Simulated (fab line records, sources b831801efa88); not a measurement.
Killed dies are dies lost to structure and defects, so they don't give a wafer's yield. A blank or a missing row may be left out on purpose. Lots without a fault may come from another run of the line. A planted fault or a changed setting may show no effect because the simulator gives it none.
Which tool did it? | flow sky130 | 11 lots, 33 wafers sampled, at 6 steps of a route of 708

WHAT THE GAUGES READ, wafer by wafer
SKY_SONOS_ONO_OVL_MEAS_14.
lot  | measured     | on         | SONOS_ONO_OVL (nm)
L496 | day 12 05:24 | overlay-01 | 1.7 1.2 2.4
L497 | day 13 00:48 | overlay-01 | 0.4 1.6 1.2
L500 | day 14 00:53 | overlay-01 | 1.4 0.1 -1.9
L499 | day 14 01:11 | overlay-01 | 0.7 1.3 -0.1
L501 | day 14 16:58 | overlay-02 | -0.9 -2.4 -2.1
L502 | day 15 07:10 | overlay-02 | -0.4 2.2 -0.3
L504 | day 15 17:34 | overlay-02 | -2.8 -1.7 -0.4
L503 | day 15 18:14 | overlay-02 | -1.8 -1.4 -1.9
L505 | day 15 20:18 | overlay-02 | -1.5 -1.5 -0.6
L506 | day 15 23:19 | overlay-01 | 2.3 2.5 3.2
L519 | day 20 20:40 | overlay-01 | -0.1 2.0 0.8

SKY_GATE_OXIDE_OVL_MEAS_10.
lot  | measured     | on         | GATE_OXIDE_OVL (nm)
L496 | day 13 08:41 | overlay-02 | -0.2 -0.5 -0.9
L497 | day 14 05:23 | overlay-02 | 0.6 -3.0 -1.0
L500 | day 15 03:35 | overlay-01 | 0.3 0.9 -0.2
L499 | day 15 05:02 | overlay-01 | 0.3 1.7 1.4
L501 | day 16 00:52 | overlay-02 | -0.8 -1.1 -2.0
L502 | day 16 14:58 | overlay-01 | 1.5 1.3 1.3
L504 | day 16 23:26 | overlay-02 | -3.9 -3.6 -1.1
L503 | day 17 00:23 | overlay-02 | -1.5 -0.6 -1.1
L505 | day 17 04:13 | overlay-02 | -1.0 -0.8 -2.8
L506 | day 17 05:20 | overlay-02 | -3.4 -2.5 -0.8
L519 | day 22 04:59 | overlay-01 | -1.3 -0.3 -0.4

SKY_SPACER_THK_MEAS_01.
lot  | measured     | on            | SPACER_CVD_00_THK (nm)
L496 | day 22 04:32 | film_metro-01 | 42.8 42.8 43.1
L497 | day 23 07:54 | film_metro-01 | 42.1 42.0 42.1
L500 | day 24 07:29 | film_metro-04 | 42.5 42.9 42.6
L499 | day 24 13:38 | film_metro-04 | 43.1 43.3 43.4
L501 | day 25 09:47 | film_metro-04 | 43.4 43.7 43.3
L502 | day 26 03:33 | film_metro-04 | 43.4 43.5 43.3
L504 | day 26 05:49 | film_metro-02 | 43.3 43.1 43.3
L503 | day 26 10:55 | film_metro-01 | 43.2 43.3 42.9
L505 | day 26 12:07 | film_metro-01 | 31.8 32.0 32.3
L506 | day 26 14:24 | film_metro-01 | 31.6 31.9 31.9
L519 | day 31 02:28 | film_metro-01 | 42.8 42.6 42.8

SKY_POLY_CUT_CD_MEAS_08: target cd 270 nm.
lot  | measured     | on        | cd_nm (nm)
L496 | day 23 11:13 | cd_sem-02 | 271.8 271.7 272.6
L497 | day 24 13:40 | cd_sem-02 | 269.6 270.0 271.2
L500 | day 25 14:07 | cd_sem-01 | 269.1 270.0 268.8
L499 | day 25 20:26 | cd_sem-01 | 270.8 270.0 268.8
L501 | day 26 14:20 | cd_sem-01 | 272.8 272.4 270.9
L502 | day 27 08:22 | cd_sem-01 | 269.1 270.0 269.2
L504 | day 27 10:52 | cd_sem-02 | 270.8 271.5 270.2
L503 | day 27 16:14 | cd_sem-01 | 272.5 271.6 272.5
L505 | day 27 17:22 | cd_sem-02 | 270.2 268.7 268.7
L506 | day 27 19:22 | cd_sem-02 | 268.6 269.6 270.5
L519 | day 32 06:55 | cd_sem-01 | 271.0 270.3 270.8

WHICH TOOL RAN EACH LOT (tool, then ch and the chambers of the sampled wafers, then the start)
lot  | SKY_SPACER_CVD_00           | SKY_SPACER_ETCHBACK_02
L496 | lpcvd-02 ch 1, day 22 02:44 | rie_diel-01 ch 1,2,3, day 22 04:36
L497 | lpcvd-02 ch 0, day 23 06:41 | rie_diel-02 ch 0,2, day 23 07:58
L500 | lpcvd-02 ch 1, day 24 06:16 | rie_diel-02 ch 0,1, day 24 07:32
L499 | lpcvd-02 ch 0, day 24 12:26 | rie_diel-02 ch 0,1,3, day 24 13:42
L501 | lpcvd-02 ch 0, day 25 08:32 | rie_diel-02 ch 0,1,2, day 25 09:50
L502 | lpcvd-02 ch 1, day 26 02:20 | rie_diel-02 ch 0,2,3, day 26 03:37
L504 | lpcvd-02 ch 0, day 26 04:36 | rie_diel-04 ch 0,1, day 26 05:52
L503 | lpcvd-02 ch 0, day 26 09:43 | rie_diel-04 ch 1,3, day 26 10:59
L505 | lpcvd-02 ch 0, day 26 10:55 | rie_diel-01 ch 0,1,3, day 26 12:11
L506 | lpcvd-02 ch 1, day 26 13:10 | rie_diel-01 ch 0,2,3, day 26 14:26
L519 | lpcvd-02 ch 1, day 31 01:15 | rie_diel-01 ch 0,3, day 31 02:31
- SKY_SPACER_CVD_00: deposits Si3N4 from DCS/NH3, target thk 43.1 nm, time 740 s.
- SKY_SPACER_ETCHBACK_02: etches Si3N4 in CH3F/O2, stops on SiO2, time 46.7 s, target depth 45 nm.

WHAT THE TOOLS THEMSELVES READ (means of the sampled wafers that have a number; where no wafer has one, the mark that the record gives instead)
SKY_SPACER_CVD_00.
lot  | tool     | spike_tc_bottom_C (C) | spike_tc_centre_C (C) | spike_tc_lower_C (C) | spike_tc_top_C (C) | spike_tc_upper_C (C) | susceptor_temp_C (C)
L496 | lpcvd-02 | 789.5                 | 770.6                 | 770.2                | 786.8              | 770.2                | 769.9
L497 | lpcvd-02 | 792.4                 | 770.8                 | 769.9                | 783.1              | 770.0                | 769.9
L500 | lpcvd-02 | 789.3                 | 769.4                 | 769.2                | 786.6              | 770.4                | 769.7
L499 | lpcvd-02 | 791.8                 | 770.1                 | 769.5                | 783.9              | 770.8                | 769.9
L501 | lpcvd-02 | 792.8                 | 770.3                 | 770.4                | 784.6              | 770.1                | 769.6
L502 | lpcvd-02 | 789.4                 | 770.1                 | 770.2                | 785.3              | 770.7                | 769.6
L504 | lpcvd-02 | 792.0                 | 771.7                 | 770.2                | 783.7              | 770.8                | 770.1
L503 | lpcvd-02 | 792.3                 | 770.2                 | 771.2                | 784.0              | 770.6                | 769.9
L505 | lpcvd-02 | 777.6                 | 754.4                 | 755.0                | 768.6              | 754.7                | 754.5
L506 | lpcvd-02 | 775.0                 | 754.4                 | 755.1                | 773.0              | 754.9                | 755.4
L519 | lpcvd-02 | 789.1                 | 770.0                 | 771.0                | 785.5              | 769.5                | 770.2

SKY_SPACER_ETCHBACK_02.
lot  | tool        | drypump_motor_current_A (A) | oes_product_au (a.u.) | throttle_valve_pct (%)
L496 | rie_diel-01 | 6.1                         | 0.855                 | 10.573
L497 | rie_diel-02 | 4.7                         | 0.843                 | 10.554
L500 | rie_diel-02 | 4.9                         | 0.851                 | 10.552
L499 | rie_diel-02 | 5.1                         | 0.855                 | 10.564
L501 | rie_diel-02 | 4.8                         | 0.860                 | 10.570
L502 | rie_diel-02 | 5.0                         | 0.859                 | 10.565
L504 | rie_diel-04 | 5.9                         | 0.859                 | 10.559
L503 | rie_diel-04 | 5.6                         | 0.854                 | 10.568
L505 | rie_diel-01 | 6.0                         | 0.733                 | 10.541
L506 | rie_diel-01 | 6.2                         | 0.731                 | 10.559
L519 | rie_diel-01 | 6.1                         | 0.852                 | 10.565

THE ANSWER, worked out from the rows above alone
Rule: what is usual is taken from the lots themselves. Put in order of their means at a reading, lots are off if they are a third of the lots or fewer, leave a main group of 4 or more, and stand apart from it by a gap of 3 or more times the standard deviation of the main group's means; of several such gaps the widest counts. A main group whose means are all the same, to the digits that the tables above print for the reading, isn't used. A lot without any number at a reading at which 4 lots or more have one is off too. The other lots that the step has rows for count as sound. The gauges are gone through in route order, then the tools' own readings, and for those a lot's mean is taken as printed above. The first step at which some lot is off is used, and at that step the reading that is off furthest; a lot without a number counts as furthest.
Off: L505, L506, at SKY_SPACER_THK_MEAS_01 (SPACER_CVD_00_THK). The main group: mean 43.0 nm, standard deviation 0.42.
A tool fits if, at a process step before that reading, it ran every lot that is off, and no sound lot after the first of them. The gauges at SKY_SPACER_THK_MEAS_01 aren't tried: what is off there is off at SKY_SPACER_CVD_00 too, on other tools, and a gauge's error can't cause that. None of those tried fits.

WHAT THE SIMULATOR HAD PUT IN
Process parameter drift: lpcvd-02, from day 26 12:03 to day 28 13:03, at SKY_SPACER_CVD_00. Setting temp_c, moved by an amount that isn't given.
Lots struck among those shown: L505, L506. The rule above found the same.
